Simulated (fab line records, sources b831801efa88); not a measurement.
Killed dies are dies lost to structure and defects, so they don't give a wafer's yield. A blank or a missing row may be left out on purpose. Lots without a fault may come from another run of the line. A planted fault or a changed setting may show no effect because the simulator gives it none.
One fault seen from 2 desks | flow sky130 | each desk has only its own numbers; what lay behind them comes last

THE TOOL OWNER'S DESK: rie_metal-01
The tool's own readings at SKY_METAL4_ETCH_16 (etches BARC in N2/H2, stops on SiO2, time 88.2 s, target depth 60 nm): means of the sampled wafers that have a number, for each lot that ran on this tool. A lot is out of limits, marked OUT, if its mean lies more than 4 standard deviations from the usual mean; the brackets give that distance.
Columns: A = drypump_motor_current_A at SKY_METAL4_ETCH_16, usual 5.66 A; B = oes_product_au at SKY_METAL4_ETCH_16, usual 0.626 a.u.; C = run_length_s at SKY_METAL4_ETCH_16, usual 116.7 s; D = throttle_valve_pct at SKY_METAL4_ETCH_16, usual 13.206 %
lot  | first seen here | A    | B               | C               | D
L722 | day 41 16:57    | 5.61 | 0.625           | 117.1           | 13.212
L724 | day 42 01:48    | 5.47 | 0.628           | 116.7           | 13.201
L727 | day 43 01:52    | 5.60 | 0.625           | 117.2           | 13.208
L733 | day 44 23:24    | 5.62 | 0.625           | 117.0           | 13.204
L734 | day 45 01:35    | 5.56 | 0.630           | 116.9           | 13.212
L735 | day 45 06:18    | 5.54 | 0.735 (+23) OUT | 100.6 (-39) OUT | 13.212
L738 | day 45 23:17    | 5.46 | 0.730 (+22) OUT | 100.3 (-40) OUT | 13.213
This desk's finding: out of limits on L735, L738; first on L735, day 45 06:18 (oes_product_au at SKY_METAL4_ETCH_16). In limits: L722, L724, L727, L733, L734.

THE METROLOGY DESK
What the gauges read, lot by lot, whatever tool the lot ran on: means of the sampled wafers that have a number. A lot is out of limits, marked OUT, if its mean lies more than 4 standard deviations from the usual mean; the brackets give that distance.
Columns: A = CAP2M_TIN_RS at SKY_CAP2M_RS_MEAS_03, usual 6.86 ohm/sq
lot  | first seen here | A
L722 | day 39 15:20    | 6.88
L724 | day 40 00:20    | 6.90
L725 | day 40 05:44    | 6.75
L727 | day 41 02:05    | 6.84
L728 | day 41 06:29    | 6.76
L730 | day 41 21:15    | 6.84
L731 | day 42 06:53    | 6.90
L733 | day 43 00:56    | 6.89
L734 | day 43 02:56    | 6.85
L735 | day 43 09:06    | 6.95
L738 | day 44 03:15    | 6.78
This desk's finding: nothing out of limits on any of the 11 lots.

PUT TOGETHER
The tool owner's desk could have raised an alarm at day 45 06:18, on L735, L738.
The metrology desk saw nothing out of limits.
The metrology desk has L735, L738 on record, within its limits.
Of the lots named, all ran SKY_METAL4_ETCH_16 on rie_metal-01.

WHAT THE SIMULATOR HAD PUT IN
Process parameter drift: rie_metal-01, from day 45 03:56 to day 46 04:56, at SKY_METAL4_ETCH_16. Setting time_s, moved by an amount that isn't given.
Lots struck among those shown: L735, L738.
Hours from the fault's start to each desk's first reading out of limits: the tool owner's desk, 2.
